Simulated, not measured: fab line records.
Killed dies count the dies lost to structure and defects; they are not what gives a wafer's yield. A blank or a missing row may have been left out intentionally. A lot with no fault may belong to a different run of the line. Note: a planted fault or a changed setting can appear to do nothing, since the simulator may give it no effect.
Chamber matching :: flow sky130 :: 4 sister chambers for SKY_VIA1_CMP_02 on cmp-02
The step polishes SiO2. 24 wafers are shown with their chamber, then 12 later ones without.

## WAFERS PAIRED WITH THEIR CHAMBERS
wafer: L075.1
chamber: 0
motor_current_A (A): 11.2

wafer: L075.2
chamber: 1
motor_current_A (A): 11.3

wafer: L075.4
chamber: 3
motor_current_A (A): 9.4

wafer: L074.1
chamber: 1
motor_current_A (A): 11.5

wafer: L074.3
chamber: 2
motor_current_A (A): 15.3

wafer: L074.5
chamber: 3
motor_current_A (A): 9.5

wafer: L078.4
chamber: 2
motor_current_A (A): 15.7

wafer: L078.5
chamber: 2
motor_current_A (A): 15.3

wafer: L078.6
chamber: 3
motor_current_A (A): 9.7

wafer: L080.1
chamber: 0
motor_current_A (A): 11.2

wafer: L080.4
chamber: 2
motor_current_A (A): 15.4

wafer: L080.6
chamber: 2
motor_current_A (A): 15.1

wafer: L081.1
chamber: 1
motor_current_A (A): 10.9

wafer: L081.3
chamber: 3
motor_current_A (A): 10.4

wafer: L081.6
chamber: 1
motor_current_A (A): 11.2

wafer: L084.4
chamber: 3
motor_current_A (A): 9.5

wafer: L084.5
chamber: 0
motor_current_A (A): 11.2

wafer: L084.6
chamber: 3
motor_current_A (A): 9.8

wafer: L086.1
chamber: 1
motor_current_A (A): 11.0

wafer: L086.2
chamber: 3
motor_current_A (A): 9.8

wafer: L086.3
chamber: 2
motor_current_A (A): 15.3

wafer: L091.4
chamber: 1
motor_current_A (A): 10.5

wafer: L091.5
chamber: 0
motor_current_A (A): 11.5

wafer: L091.6
chamber: 3
motor_current_A (A): 10.3

SIGNATURES, as means of the wafers listed above
reading: motor_current_A
chamber 0: 11.275
chamber 1: 11.067
chamber 2: 15.350
chamber 3: 9.800
scatter within a chamber: 0.303
Rule: for each reading, subtract the chamber's mean from the wafer's reading, divide by that reading's scatter and square the result; add these up over the readings and take the root, which gives the wafer's distance from the chamber. If the next closest chamber is less than 2 further off than the closest, the wafer can't be placed; otherwise it belongs to the closest. How the scatter is found: for the shown wafers, subtract from each reading the mean of its chamber, square and add these, divide the total by (wafers less chambers), then take the root.

## WAFERS MISSING THEIR CHAMBER
wafer: L094.2
motor_current_A (A): 15.4

wafer: L094.3
motor_current_A (A): 11.2

wafer: L094.5
motor_current_A (A): 10.7

wafer: L096.2
motor_current_A (A): 11.2

wafer: L096.4
motor_current_A (A): 14.4

wafer: L096.5
motor_current_A (A): 10.8

wafer: L097.1
motor_current_A (A): 10.7

wafer: L097.2
motor_current_A (A): 14.8

wafer: L097.6
motor_current_A (A): 10.7

wafer: L092.3
motor_current_A (A): 10.0

wafer: L092.4
motor_current_A (A): 10.2

wafer: L092.5
motor_current_A (A): 9.2

## EACH ONE'S CHAMBER
wafer: L094.2
from the rows above: 2
in truth: 2

wafer: L094.3
from the rows above: can't be placed: 0 or 1
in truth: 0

wafer: L094.5
from the rows above: can't be placed: 1 or 0 or 3
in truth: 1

wafer: L096.2
from the rows above: can't be placed: 0 or 1
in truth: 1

wafer: L096.4
from the rows above: 2
in truth: 2

wafer: L096.5
from the rows above: can't be placed: 1 or 0
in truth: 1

wafer: L097.1
from the rows above: can't be placed: 1 or 0 or 3
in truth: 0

wafer: L097.2
from the rows above: 2
in truth: 2

wafer: L097.6
from the rows above: can't be placed: 1 or 0 or 3
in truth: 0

wafer: L092.3
from the rows above: 3
in truth: 3

wafer: L092.4
from the rows above: can't be placed: 3 or 1
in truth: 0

wafer: L092.5
from the rows above: 3
in truth: 3
5 of 12 placed correctly. Unplaceable from these rows: 7, with the true chamber sitting among the candidates in 6. Wrongly placed: 0.
